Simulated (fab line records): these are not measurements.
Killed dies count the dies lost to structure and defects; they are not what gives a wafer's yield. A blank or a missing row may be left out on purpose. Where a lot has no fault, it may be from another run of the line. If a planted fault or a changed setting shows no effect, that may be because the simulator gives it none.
fab line records	flow gf180mcu
record: lots: 12	wafers: 36	lastDay: 34
route steps=602 shown HV_LDD@198 SALICIDE@281 CONTACT@311
lots with no fault: from the same line, run without faults
startH: the number of hours between the record's first day and the start of the first shown wafer of the lot	waitH: hours elapsed since this lot's preceding step	" identical to the entry in the row above	L1.1+2: a single row standing in for several wafers	- no value, or no start was given	* or withheld: withheld	< > ~ a bound
route shown NAME@n: names a module that has steps shown in the file, with the first one's number in the route	usual: average and standard deviation across the fault-free wafers	same: alike in all rows	chamber/n: place in a boat	sites: per-site readings	_std_site: the standard deviation of these	_edge_site: inner sites' mean taken away from outer sites' mean	radiusMm: for every site, how far away it sits from the centre of the wafer	mask NAME#n: copy n	behind: the tool/chamber that last shaped the wafer	hold: what put the lot on hold/how long, in hours/how the hold closed	device: whichever transistor did not switch (one of n, p or np)	end of line: at the end of the route, the tests of the same wafers	a step given without rows: its recipe and nothing more	killed: not the wafer's yield, but the dies lost to structure and defects at the first sort	map: dies across one wafer; x = killed, . = not, _ = none there
set.NAME: the setting that was run; set.NAME@STEP: the one run at that earlier step	model.NAME: the simulator's own value behind a step, which no gauge read
a sample of lots followed through the steps of the route, with each step as a table and each wafer as a row
services: the hour from which a tool's chamber was out of use, counted from the record's first day as startH (under 0 if before that day), plus the number of hours and why
== steps ==
step: GF_HV_LDD_STRIP_22
recipe: chemistry: O2/N2	powerW: 1400	pressureMtorr: 1500	platenTempC: 250	o2FlowSccm: 3000	n2FlowSccm: 300	overashFraction: 0.5
usual: drypumpMotorCurrentA: 5.5/0.33	heaterPowerW: 328/26	oesProductAu: 0.716/0.0045	stripTimeToEndpointS: 12.63/0.036
lot.wafer	tool	chamber	startH	waitH	drypumpMotorCurrentA	heaterPowerW	oesProductAu	rfHoursCounterH	stripTimeToEndpointS
L735.2	plasmaAsher-03	1	229.32	0.1	5.9	337	0.710	46	12.69
L735.3	"	0	"	"	5.9	372	0.715	-	12.68
L735.6	"	0	"	"	5.9	361	0.717	-	12.67
L736.1	plasmaAsher-01	0	247.26	0.1	5.0	327	0.718	57	12.63
L736.2	"	1	"	"	5.2	280	0.711	57	12.59
L736.4	"	0	"	"	5.0	318	0.712	-	12.61
L738.3	plasmaAsher-03	0	253.73	0.1	5.9	372	0.722	-	12.70
L738.4	"	1	"	"	5.9	328	0.714	-	12.70
L738.5	"	0	"	"	5.9	378	0.717	-	12.65
L739.1	plasmaAsher-02	0	268.51	0.1	5.6	323	0.720	62	12.67
L739.4	"	1	"	"	5.3	315	0.716	-	12.66
L739.5	"	1	"	"	5.3	297	0.716	-	12.67
L741.1	plasmaAsher-01	0	279.99	0.1	5.0	329	0.723	60	12.70
L741.2	"	1	"	"	5.2	287	0.721	60	12.67
L741.3	"	1	"	"	5.2	276	0.717	-	12.68
L743.1	plasmaAsher-02	0	296.54	0.1	5.6	336	0.710	65	12.64
L743.3	"	1	"	"	5.3	308	0.716	-	12.63
L743.5	"	0	"	"	5.6	335	0.711	-	12.62
L744.1	plasmaAsher-02	1	305.92	0.1	5.2	312	0.720	66	12.60
L744.2	"	0	"	"	5.6	331	0.719	66	12.60
L744.4	"	0	"	"	5.6	330	0.712	-	12.58
L745.1	plasmaAsher-01	0	310.77	0.1	5.0	333	0.712	63	12.64
L745.3	"	1	"	"	5.2	277	0.720	-	12.62
L745.5	"	0	"	"	5.0	328	0.719	-	12.63
L746.3	plasmaAsher-03	1	320.18	0.1	5.9	341	0.717	-	12.65
L746.4	"	0	"	"	5.9	366	0.715	-	12.57
L746.6	"	1	"	"	5.9	335	0.718	-	12.60
L756.2	plasmaAsher-03	1	392.94	0.1	5.9	345	0.714	63	12.64
L756.3	"	1	"	"	5.9	341	0.722	-	12.64
L756.5	"	0	"	"	5.9	356	0.717	-	12.59
L757.3	plasmaAsher-02	0	401.33	0.1	5.6	322	0.716	-	12.57
L757.4	"	1	"	"	5.3	307	0.720	-	12.62
L757.5	"	0	"	"	5.6	324	0.709	-	12.64
L758.2	plasmaAsher-02	0	409.29	0.1	5.6	331	0.712	77	12.61
L758.3	"	1	"	"	5.3	295	0.713	-	12.65
L758.5	"	0	"	"	5.6	333	0.711	-	12.62
step: GF_SALICIDE_SPUTTER_03
recipe: material: TiN	targetThkNm: 20	powerW: 6500	timeS: 16.7	chamberPressurePa: 0.4
usual: cathodeDcPowerW: 6499.9/1.2	throttleValvePct: 29.8/0.86
lot.wafer	tool	chamber	startH	waitH	cathodeDcPowerW	throttleValvePct
L735.2	pvdSputter-01	-	335.11	0.0	6499.0	29.6
L735.3	"	-	"	"	6500.5	29.8
L735.6	"	-	"	"	6500.1	28.9
L736.1	pvdSputter-03	-	354.66	0.0	6502.0	29.3
L736.2	"	-	"	"	6499.9	30.4
L736.4	"	-	"	"	6498.1	29.7
L738.3	pvdSputter-01	-	361.03	0.0	6501.3	28.3
L738.4	"	-	"	"	6500.1	28.6
L738.5	"	-	"	"	6499.8	28.8
L739.1	pvdSputter-01	-	379.21	0.0	6499.0	29.7
L739.4	"	-	"	"	6500.1	28.7
L739.5	"	-	"	"	6498.4	28.8
L741.1	pvdSputter-02	-	391.27	0.0	6500.5	30.3
L741.2	"	-	"	"	6499.2	28.3
L741.3	"	-	"	"	6496.5	31.1
L743.1	pvdSputter-03	-	410.76	0.0	6497.8	30.5
L743.3	"	-	"	"	6499.0	29.3
L743.5	"	-	"	"	6500.2	30.7
L744.1	pvdSputter-03	-	421.96	0.0	6501.0	30.9
L744.2	"	-	"	"	6502.8	29.7
L744.4	"	-	"	"	6500.3	30.7
L745.1	pvdSputter-03	-	427.93	0.0	6499.0	30.3
L745.3	"	-	"	"	6500.3	29.8
L745.5	"	-	"	"	6499.7	30.5
L746.3	pvdSputter-02	-	437.52	0.0	6501.2	30.2
L746.4	"	-	"	"	6498.7	30.7
L746.6	"	-	"	"	6500.3	30.1
L756.2	pvdSputter-01	-	517.56	0.0	5844.8	29.8
L756.3	"	-	"	"	5844.6	28.8
L756.5	"	-	"	"	5843.2	29.7
L757.3	pvdSputter-02	-	525.18	0.0	6500.4	28.2
L757.4	"	-	"	"	6502.1	30.8
L757.5	"	-	"	"	6499.7	30.1
L758.2	pvdSputter-01	-	533.71	0.0	5846.9	28.9
L758.3	"	-	"	"	5846.6	29.7
L758.5	"	-	"	"	5845.1	28.9
step: GF_SALICIDE_THK_MEAS_05
recipe: thkMeasGauge: xrf	reads: TiN_of_SALICIDE_SPUTTER_03
usual: SALICIDE_TIN_THK: 19.8/0.37
lot.wafer	tool	chamber	startH	waitH	SALICIDE_TIN_THK[nm]
L735.2	filmMetro-02	-	335.27	0.1	20.1
L735.3	"	-	"	"	19.9
L735.6	"	-	"	"	20.1
L736.1	filmMetro-04	-	354.80	0.1	19.7
L736.2	"	-	"	"	20.2
L736.4	"	-	"	"	20.0
L738.3	filmMetro-02	-	361.20	0.1	19.2
L738.4	"	-	"	"	20.2
L738.5	"	-	"	"	20.0
L739.1	filmMetro-03	-	379.36	0.1	19.4
L739.4	"	-	"	"	19.7
L739.5	"	-	"	"	19.7
L741.1	filmMetro-04	-	391.42	0.1	19.6
L741.2	"	-	"	"	19.5
L741.3	"	-	"	"	19.9
L743.1	filmMetro-03	-	410.90	0.1	20.0
L743.3	"	-	"	"	19.6
L743.5	"	-	"	"	20.1
L744.1	filmMetro-03	-	422.10	0.1	20.2
L744.2	"	-	"	"	19.7
L744.4	"	-	"	"	20.0
L745.1	filmMetro-04	-	428.08	0.1	20.4
L745.3	"	-	"	"	20.0
L745.5	"	-	"	"	20.4
L746.3	filmMetro-04	-	437.69	0.1	19.0
L746.4	"	-	"	"	19.6
L746.6	"	-	"	"	19.1
L756.2	filmMetro-04	-	517.71	0.1	18.2
L756.3	"	-	"	"	18.3
L756.5	"	-	"	"	18.1
L757.3	filmMetro-02	-	525.34	0.1	19.4
L757.4	"	-	"	"	20.0
L757.5	"	-	"	"	19.4
L758.2	filmMetro-04	-	533.86	0.1	17.8
L758.3	"	-	"	"	18.2
L758.5	"	-	"	"	17.6
step: GF_SALICIDE_RTA_06
recipe: tempC: 530	timeS: 30	ambient: N2
usual: annealTempCMax: 532.0/0.44	lampPowerPct: 6.3/0.65	wafer_temp_C_max: 534.3/0.78
lot.wafer	tool	chamber	startH	waitH	annealTempCMax	lampPowerPct	wafer_temp_C_max
L735.2	rtpAnneal-01	0	335.34	0.1	533.8	6.9	536.1
L735.3	"	0	"	"	532.1	6.9	533.5
L735.6	"	0	"	"	532.3	6.9	534.5
L736.1	rtpAnneal-01	0	354.86	0.1	531.9	6.9	535.1
L736.2	"	0	"	"	532.3	6.9	533.9
L736.4	"	0	"	"	532.5	6.8	534.2
L738.3	rtpAnneal-01	0	361.27	0.1	532.1	6.9	535.3
L738.4	"	0	"	"	531.4	6.9	535.0
L738.5	"	0	"	"	531.5	6.9	534.6
L739.1	rtpAnneal-02	0	379.42	0.1	531.6	5.6	533.0
L739.4	"	0	"	"	532.9	5.6	533.2
L739.5	"	0	"	"	532.7	5.6	533.9
L741.1	rtpAnneal-02	0	391.48	0.1	531.2	5.6	534.8
L741.2	"	0	"	"	531.8	5.6	535.4
L741.3	"	0	"	"	531.7	5.6	533.8
L743.1	rtpAnneal-01	0	410.96	0.1	532.8	6.9	534.4
L743.3	"	0	"	"	532.2	6.9	535.4
L743.5	"	0	"	"	531.8	6.9	533.8
L744.1	rtpAnneal-01	0	422.16	0.1	531.6	6.9	534.3
L744.2	"	0	"	"	531.6	6.9	535.1
L744.4	"	0	"	"	532.4	6.9	534.7
L745.1	rtpAnneal-01	0	428.14	0.1	532.2	6.9	533.3
L745.3	"	0	"	"	532.2	6.9	534.8
L745.5	"	0	"	"	532.5	6.9	534.3
L746.3	rtpAnneal-02	0	437.76	0.1	531.7	5.6	534.8
L746.4	"	0	"	"	532.3	5.6	534.0
L746.6	"	0	"	"	531.7	5.6	534.8
L756.2	rtpAnneal-01	0	517.78	0.1	531.7	6.9	534.6
L756.3	"	0	"	"	532.0	6.9	535.5
L756.5	"	0	"	"	531.4	6.9	535.0
L757.3	rtpAnneal-01	0	525.42	0.1	532.1	6.9	533.5
L757.4	"	0	"	"	531.8	6.9	535.0
L757.5	"	0	"	"	532.1	6.9	534.1
L758.2	rtpAnneal-01	0	533.93	0.1	531.6	6.9	534.0
L758.3	"	0	"	"	532.3	6.9	533.2
L758.5	"	0	"	"	531.9	6.9	534.2
step: GF_CONTACT_CVD_24
recipe: material: W	targetThkNm: 300	timeS: 90.339	tempC: 400	pressureTorr: 40
usual: chamberPressureTorr: 39.99/0.078	heaterPowerW: 812/38
lot.wafer	tool	chamber	startH	waitH	chamberPressureTorr	heaterPowerW	sinceWetCleanH
L735.2	cvdW-01	1	358.79	0.0	39.99	862	969
L735.3	"	1	"	"	40.02	858	-
L735.6	"	0	"	"	40.06	748	-
L736.1	cvdW-02	0	379.38	0.0	40.01	796	475
L736.2	"	1	"	"	39.98	843	475
L736.4	"	1	"	"	40.02	867	-
L738.3	cvdW-02	0	385.14	0.1	39.91	805	-
L738.4	"	1	"	"	39.81	830	-
L738.5	"	0	"	"	39.87	788	-
L739.1	cvdW-01	1	404.00	0.0	39.95	812	0
L739.4	"	1	"	"	39.93	806	-
L739.5	"	0	"	"	40.03	746	-
L741.1	cvdW-02	0	416.63	0.0	40.00	794	513
L741.2	"	1	"	"	39.99	837	513
L741.3	"	0	"	"	40.04	787	-
L743.1	cvdW-02	1	437.02	0.0	39.94	847	533
L743.3	"	0	"	"	40.09	788	-
L743.5	"	0	"	"	39.97	792	-
L744.1	cvdW-02	1	449.06	0.0	39.93	863	545
L744.2	"	0	"	"	39.94	779	545
L744.4	"	1	"	"	39.93	854	-
L745.1	cvdW-02	1	453.82	0.0	40.08	860	550
L745.3	"	1	"	"	39.90	847	-
L745.5	"	0	"	"	40.11	810	-
L746.3	cvdW-02	0	463.90	0.1	40.04	794	-
L746.4	"	1	"	"	40.04	850	-
L746.6	"	1	"	"	40.15	840	-
L756.2	cvdW-02	1	541.95	0.0	40.09	843	638
L756.3	"	1	"	"	39.91	851	-
L756.5	"	0	"	"	40.04	803	-
L757.3	cvdW-01	1	549.88	0.1	39.86	834	-
L757.4	"	0	"	"	40.00	769	-
L757.5	"	1	"	"	40.03	834	-
L758.2	cvdW-02	1	557.52	0.0	40.09	849	654
L758.3	"	1	"	"	40.02	876	-
L758.5	"	0	"	"	39.92	791	-
== services ==
tool	chamber	startH	hours	kind
pvdSputter-01	-	206.84	2.6	repair
cvdW-02	-	219.51	0.5	repair
plasmaAsher-02	-	226.03	1.4	repair
cvdW-01	1	230.82	1.4	repair
pvdSputter-01	-	231.40	2.9	repair
cvdW-02	-	240.54	6.9	pm
rtpAnneal-01	-	241.56	5.9	pm
rtpAnneal-01	-	247.44	0.6	pm
cvdW-02	0	292.00	11.8	repair
pvdSputter-01	-	296.34	3.5	repair
pvdSputter-01	-	325.25	2.2	repair
pvdSputter-01	-	352.42	3.3	repair
pvdSputter-03	-	378.94	2.3	repair
plasmaAsher-03	-	386.95	2.4	repair
pvdSputter-01	-	410.15	25.2	repair
plasmaAsher-02	-	421.25	9.0	pm
pvdSputter-01	-	438.90	2.9	repair
plasmaAsher-02	-	451.49	1.4	repair
cvdW-02	-	455.91	0.6	repair
cvdW-02	-	466.11	0.6	repair
plasmaAsher-03	-	494.66	1.8	repair
plasmaAsher-02	-	501.29	2.5	repair
pvdSputter-03	-	527.28	3.6	repair
plasmaAsher-02	-	544.21	14.6	pm
== key ==
firstSign: step: GF_SALICIDE_SPUTTER_03	reading: cathodeDcPowerW	direction: down	sigmas: 99+	usual: 6499.9	struck: 5845.2
effect: step: GF_SALICIDE_THK_MEAS_05	reading: SALICIDE_TIN_THK	direction: down	sigmas: 4.8	usual: 19.8	struck: 18.0
metAt GF_SALICIDE_SPUTTER_03
struckLots L756,L758
testerLeftOut L756,L758
notActingAt GF_HV_LDD_STRIP_22,GF_SALICIDE_RTA_06,GF_CONTACT_CVD_24
onsetBetween 379.21 517.56
fault: kind: processParameterDrift	tool: pvdSputter-01	chamber: -	onsetH: 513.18	steps: GF_SALICIDE_SPUTTER_03	channel: powerW	offset: -654.86	shape: step	endH: 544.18	actsIn: theseRecipesOnly	stated: 6500
testerLeftOut: of these lots the tester's yield and bins aren't shown, on N5 and GAA mostly nor the transistor test; their killed dies are dies lost to structure and defects alone, not to doping, threshold or leakage, so they don't give the yield
